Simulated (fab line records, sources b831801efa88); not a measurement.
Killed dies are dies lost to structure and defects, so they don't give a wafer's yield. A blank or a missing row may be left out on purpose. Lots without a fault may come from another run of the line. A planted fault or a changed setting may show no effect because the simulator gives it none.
Chamber matching | flow gf180mcu | GF_V5_CMP_04 on cmp-01: 4 sister chambers
The step polishes SiO2. 8 wafers are shown with their chamber, then 8 later ones without.

WAFERS WITH THEIR CHAMBER
wafer  | chamber | motor_current_A (A)
L220.4 | 1       | 11.2
L220.6 | 1       | 11.2
L222.3 | 0       | 10.8
L222.5 | 2       | 9.9
L223.1 | 2       | 10.0
L223.5 | 3       | 10.4
L223.6 | 0       | 11.2
L232.3 | 3       | 10.1

WAFERS WITHOUT THEIR CHAMBER
wafer  | motor_current_A (A)
L232.5 | 10.7
L232.6 | 10.5
L233.1 | 10.9
L233.3 | 10.4
L233.4 | 9.7
L234.2 | 10.2
L234.4 | 11.3
L234.6 | 10.4

WHICH CHAMBER EACH WENT THROUGH
wafer  | from the rows above          | in truth
L232.5 | can't be placed: 0 or 3 or 1 | 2
L232.6 | can't be placed: 3 or 0 or 2 | 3
L233.1 | can't be placed: 0 or 1      | 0
L233.3 | can't be placed: 3 or 2      | 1
L233.4 | can't be placed: 2 or 3      | 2
L234.2 | can't be placed: 3 or 2      | 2
L234.4 | can't be placed: 1 or 0      | 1
L234.6 | can't be placed: 3 or 2      | 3
Placed correctly: 0 of 8. Can't be placed from these rows: 8 (the true chamber is among the candidates in 6). Placed wrongly: 0.
How it was worked out, from the rows above alone: a wafer's distance from a chamber is the root of the sum, over the readings, of the square of ((its reading less the chamber's mean) divided by the reading's scatter). The wafer belongs to the nearest chamber; if the next one is less than 2 further off, it can't be placed. A chamber's mean is the mean of its shown wafers. The scatter: the root of (the sum of the squares of (reading less its chamber's mean) over the shown wafers, divided by (wafers less chambers)).
